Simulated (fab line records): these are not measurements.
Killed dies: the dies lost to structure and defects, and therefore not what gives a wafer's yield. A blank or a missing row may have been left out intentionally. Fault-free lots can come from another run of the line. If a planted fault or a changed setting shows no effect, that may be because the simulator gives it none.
What tool caused it? / flow gf180mcu / 42 wafers from 14 lots sampled at 5 of the route's 602 steps

## WHAT THE GAUGES READ, wafer by wafer
GF_VT_IMPLANT_OVL_MEAS_40. Usual: VT_IMPLANT_03_OVL typically reads -0.1 nm, with standard deviation 1.2.
lot=L230; measured=day 7 15:50; on=overlay-02; VT_IMPLANT_03_OVL (nm)=-1.6 -0.2 -1.2; flag=
lot=L231; measured=day 7 23:48; on=overlay-01; VT_IMPLANT_03_OVL (nm)=-2.4 -2.6 -2.2; flag=
lot=L232; measured=day 8 01:47; on=overlay-01; VT_IMPLANT_03_OVL (nm)=0.1 -0.9 0.6; flag=
lot=L233; measured=day 8 09:38; on=overlay-02; VT_IMPLANT_03_OVL (nm)=-0.8 0.0 -0.3; flag=
lot=L234; measured=day 8 16:44; on=overlay-01; VT_IMPLANT_03_OVL (nm)=-0.7 -1.1 0.9; flag=
lot=L241; measured=day 10 15:24; on=overlay-01; VT_IMPLANT_03_OVL (nm)=0.2 1.2 2.0; flag=
lot=L242; measured=day 10 20:15; on=overlay-02; VT_IMPLANT_03_OVL (nm)=0.9 0.9 2.0; flag=
lot=L246; measured=day 11 20:43; on=overlay-01; VT_IMPLANT_03_OVL (nm)=-0.1 1.3 1.3; flag=
lot=L247; measured=day 12 06:08; on=overlay-02; VT_IMPLANT_03_OVL (nm)=0.1 -1.9 -0.9; flag=
lot=L248; measured=day 12 13:04; on=overlay-01; VT_IMPLANT_03_OVL (nm)=1.3 1.3 -1.1; flag=
lot=L250; measured=day 13 01:33; on=overlay-01; VT_IMPLANT_03_OVL (nm)=1.2 1.3 0.7; flag=
lot=L251; measured=day 13 11:32; on=overlay-02; VT_IMPLANT_03_OVL (nm)=-0.6 -1.6 -0.8; flag=
lot=L252; measured=day 13 16:29; on=overlay-01; VT_IMPLANT_03_OVL (nm)=-2.2 0.5 -0.6; flag=
lot=L253; measured=day 13 23:26; on=overlay-01; VT_IMPLANT_03_OVL (nm)=0.6 1.9 0.4; flag=

GF_HV_LDD_RS_MEAS_53: uses a four-point probe to measure. Usual: HV_LDD_RS typically reads 418.5 ohm/sq, with standard deviation 1.
lot=L230; measured=day 12 14:56; on=film_metro-01; HV_LDD_RS (ohm/sq)=419.9 418.5 418.7; flag=
lot=L231; measured=day 12 19:19; on=film_metro-01; HV_LDD_RS (ohm/sq)=418.4 418.6 417.7; flag=
lot=L232; measured=day 12 23:14; on=film_metro-01; HV_LDD_RS (ohm/sq)=417.5 418.3 417.8; flag=
lot=L233; measured=day 13 06:58; on=film_metro-03; HV_LDD_RS (ohm/sq)=419.5 417.7 418.6; flag=
lot=L234; measured=day 13 17:21; on=film_metro-04; HV_LDD_RS (ohm/sq)=418.2 416.9 417.9; flag=
lot=L241; measured=day 16 00:38; on=film_metro-04; HV_LDD_RS (ohm/sq)=- - -; flag=OFF
lot=L242; measured=day 16 04:43; on=film_metro-04; HV_LDD_RS (ohm/sq)=- - -; flag=OFF
lot=L246; measured=day 17 14:28; on=film_metro-03; HV_LDD_RS (ohm/sq)=417.9 417.1 418.3; flag=
lot=L247; measured=day 18 01:01; on=film_metro-04; HV_LDD_RS (ohm/sq)=417.8 417.1 417.5; flag=
lot=L248; measured=day 18 08:04; on=film_metro-04; HV_LDD_RS (ohm/sq)=417.7 417.9 416.8; flag=
lot=L250; measured=day 19 05:26; on=film_metro-01; HV_LDD_RS (ohm/sq)=419.6 418.2 419.5; flag=
lot=L251; measured=day 19 13:43; on=film_metro-03; HV_LDD_RS (ohm/sq)=419.3 417.5 418.0; flag=
lot=L252; measured=day 20 01:01; on=film_metro-01; HV_LDD_RS (ohm/sq)=418.5 418.1 418.7; flag=
lot=L253; measured=day 20 03:17; on=film_metro-03; HV_LDD_RS (ohm/sq)=419.0 418.5 418.7; flag=

GF_PSD_TW_MEAS_11. Usual: PSD_TW typically reads 3173, with standard deviation 20.
lot=L230; measured=day 14 11:08; on=film_metro-02; PSD_TW=3148 3150 3148; flag=
lot=L231; measured=day 14 15:53; on=film_metro-02; PSD_TW=3168 3164 3159; flag=
lot=L232; measured=day 14 21:11; on=film_metro-02; PSD_TW=3156 3138 3158; flag=
lot=L233; measured=day 15 03:22; on=film_metro-02; PSD_TW=3175 3169 3157; flag=
lot=L234; measured=day 15 14:32; on=film_metro-02; PSD_TW=3172 3162 3166; flag=
lot=L241; measured=day 18 01:44; on=film_metro-04; PSD_TW=3193 3194 3204; flag=
lot=L242; measured=day 18 05:11; on=film_metro-04; PSD_TW=3188 3199 3179; flag=
lot=L246; measured=day 19 18:58; on=film_metro-04; PSD_TW=3198 3183 3194; flag=
lot=L247; measured=day 20 05:35; on=film_metro-04; PSD_TW=3214 3217 3211; flag=
lot=L248; measured=day 20 11:50; on=film_metro-01; PSD_TW=3195 3164 3184; flag=
lot=L250; measured=day 21 09:18; on=film_metro-02; PSD_TW=3167 3169 3172; flag=
lot=L251; measured=day 21 16:58; on=film_metro-01; PSD_TW=3162 3155 3151; flag=
lot=L252; measured=day 22 04:03; on=film_metro-01; PSD_TW=3152 3168 3162; flag=
lot=L253; measured=day 22 06:10; on=film_metro-02; PSD_TW=3157 3163 3158; flag=

GF_PSD_RS_MEAS_14: uses a four-point probe to measure. Usual: NSD_RS typically reads 46.18 ohm/sq, with standard deviation 0.079.
lot=L230; measured=day 14 11:26; on=film_metro-01; NSD_RS (ohm/sq)=46.26 46.18 46.25; flag=
lot=L231; measured=day 14 16:06; on=film_metro-02; NSD_RS (ohm/sq)=46.09 46.19 46.25; flag=
lot=L232; measured=day 14 21:23; on=film_metro-04; NSD_RS (ohm/sq)=46.28 46.24 46.21; flag=
lot=L233; measured=day 15 03:34; on=film_metro-02; NSD_RS (ohm/sq)=46.08 46.17 46.19; flag=
lot=L234; measured=day 15 14:43; on=film_metro-02; NSD_RS (ohm/sq)=46.23 46.23 46.31; flag=
lot=L241; measured=day 18 02:01; on=film_metro-01; NSD_RS (ohm/sq)=46.09 46.15 46.08; flag=
lot=L242; measured=day 18 05:26; on=film_metro-02; NSD_RS (ohm/sq)=46.27 46.25 46.20; flag=
lot=L246; measured=day 19 19:10; on=film_metro-01; NSD_RS (ohm/sq)=46.12 46.19 46.04; flag=
lot=L247; measured=day 20 05:47; on=film_metro-01; NSD_RS (ohm/sq)=46.27 46.21 46.29; flag=
lot=L248; measured=day 20 12:02; on=film_metro-01; NSD_RS (ohm/sq)=46.18 46.29 46.28; flag=
lot=L250; measured=day 21 09:34; on=film_metro-01; NSD_RS (ohm/sq)=46.19 46.08 46.05; flag=
lot=L251; measured=day 21 17:10; on=film_metro-01; NSD_RS (ohm/sq)=46.15 46.18 46.17; flag=
lot=L252; measured=day 22 04:19; on=film_metro-01; NSD_RS (ohm/sq)=46.17 46.21 46.15; flag=
lot=L253; measured=day 22 06:23; on=film_metro-04; NSD_RS (ohm/sq)=46.28 46.18 46.10; flag=

## WHAT TOOL EACH LOT RAN ON (gives the tool, then ch and the chambers of the sampled wafers, and finally the start)
lot=L230; GF_HV_LDD_IMPLANT_35=implanter-01 ch 0, day 11 18:40
lot=L231; GF_HV_LDD_IMPLANT_35=implanter-03 ch 0, day 11 22:53
lot=L232; GF_HV_LDD_IMPLANT_35=implanter-01 ch 0, day 12 02:40
lot=L233; GF_HV_LDD_IMPLANT_35=implanter-03 ch 0, day 12 10:44
lot=L234; GF_HV_LDD_IMPLANT_35=implanter-03 ch 0, day 12 19:58
lot=L241; GF_HV_LDD_IMPLANT_35=implanter-01 ch 0, day 15 02:26
lot=L242; GF_HV_LDD_IMPLANT_35=implanter-01 ch 0, day 15 06:20
lot=L246; GF_HV_LDD_IMPLANT_35=implanter-03 ch 0, day 16 14:14
lot=L247; GF_HV_LDD_IMPLANT_35=implanter-03 ch 0, day 17 00:55
lot=L248; GF_HV_LDD_IMPLANT_35=implanter-03 ch 0, day 17 08:26
lot=L250; GF_HV_LDD_IMPLANT_35=implanter-03 ch 0, day 18 03:59
lot=L251; GF_HV_LDD_IMPLANT_35=implanter-01 ch 0, day 18 12:41
lot=L252; GF_HV_LDD_IMPLANT_35=implanter-01 ch 0, day 18 23:35
lot=L253; GF_HV_LDD_IMPLANT_35=implanter-02 ch 0, day 19 01:44
- GF_HV_LDD_IMPLANT_35

## AS READ BY THE TOOLS THEMSELVES (means over the sampled wafers that have a number; for cases with no such wafer, the mark the record gives instead)
GF_HV_LDD_IMPLANT_35. Usual: beam_energy_keV 59.995, standard deviation 0.019; faraday_current_uA 42.3, standard deviation 0.8; tilt_deg 30.005 degrees, standard deviation 0.021.
lot=L230; tool=implanter-01; beam_energy_keV=59.989; faraday_current_uA=41.9; tilt_deg (degrees)=30.033; flag=
lot=L231; tool=implanter-03; beam_energy_keV=60.011; faraday_current_uA=42.3; tilt_deg (degrees)=30.023; flag=
lot=L232; tool=implanter-01; beam_energy_keV=60.001; faraday_current_uA=41.9; tilt_deg (degrees)=30.043; flag=
lot=L233; tool=implanter-03; beam_energy_keV=60.004; faraday_current_uA=42.8; tilt_deg (degrees)=29.985; flag=
lot=L234; tool=implanter-03; beam_energy_keV=60.016; faraday_current_uA=42.7; tilt_deg (degrees)=30.001; flag=
lot=L241; tool=implanter-01; beam_energy_keV=60.003; faraday_current_uA=42.7; tilt_deg (degrees)=29.981; flag=
lot=L242; tool=implanter-01; beam_energy_keV=59.986; faraday_current_uA=42.1; tilt_deg (degrees)=30.023; flag=
lot=L246; tool=implanter-03; beam_energy_keV=59.987; faraday_current_uA=42.8; tilt_deg (degrees)=30.010; flag=
lot=L247; tool=implanter-03; beam_energy_keV=59.989; faraday_current_uA=41.9; tilt_deg (degrees)=29.993; flag=
lot=L248; tool=implanter-03; beam_energy_keV=59.985; faraday_current_uA=42.5; tilt_deg (degrees)=30.003; flag=
lot=L250; tool=implanter-03; beam_energy_keV=60.012; faraday_current_uA=42.6; tilt_deg (degrees)=29.980; flag=
lot=L251; tool=implanter-01; beam_energy_keV=60.017; faraday_current_uA=41.5; tilt_deg (degrees)=29.988; flag=
lot=L252; tool=implanter-01; beam_energy_keV=59.994; faraday_current_uA=42.2; tilt_deg (degrees)=30.035; flag=
lot=L253; tool=implanter-02; beam_energy_keV=59.979; faraday_current_uA=42.6; tilt_deg (degrees)=30.004; flag=

## THE ANSWER, worked out from the rows above alone
Rule: take the mean of a lot's wafers that have a number; if it is more than 3 standard deviations from the usual mean, the lot is off. Also off: a lot with no number at a reading for which 4 or more lots have one. All remaining lots with rows at the step are treated as sound. First the gauges in route order, then the tools' own readings, where a lot's mean is used as printed above. At the first step where some lot is off, the reading lying furthest off is the one used; lots without a number count as furthest.
Off: at GF_HV_LDD_RS_MEAS_53 (HV_LDD_RS), L241, L242. Without a number there: L241, L242.
If a tool, at a process step before that reading, ran all the lots that are off and no sound lot after the first of them, it fits. The gauges at GF_HV_LDD_RS_MEAS_53 are tried like those tools. No candidate that was tried fits.

## WHAT THE SIMULATOR HAD PUT IN
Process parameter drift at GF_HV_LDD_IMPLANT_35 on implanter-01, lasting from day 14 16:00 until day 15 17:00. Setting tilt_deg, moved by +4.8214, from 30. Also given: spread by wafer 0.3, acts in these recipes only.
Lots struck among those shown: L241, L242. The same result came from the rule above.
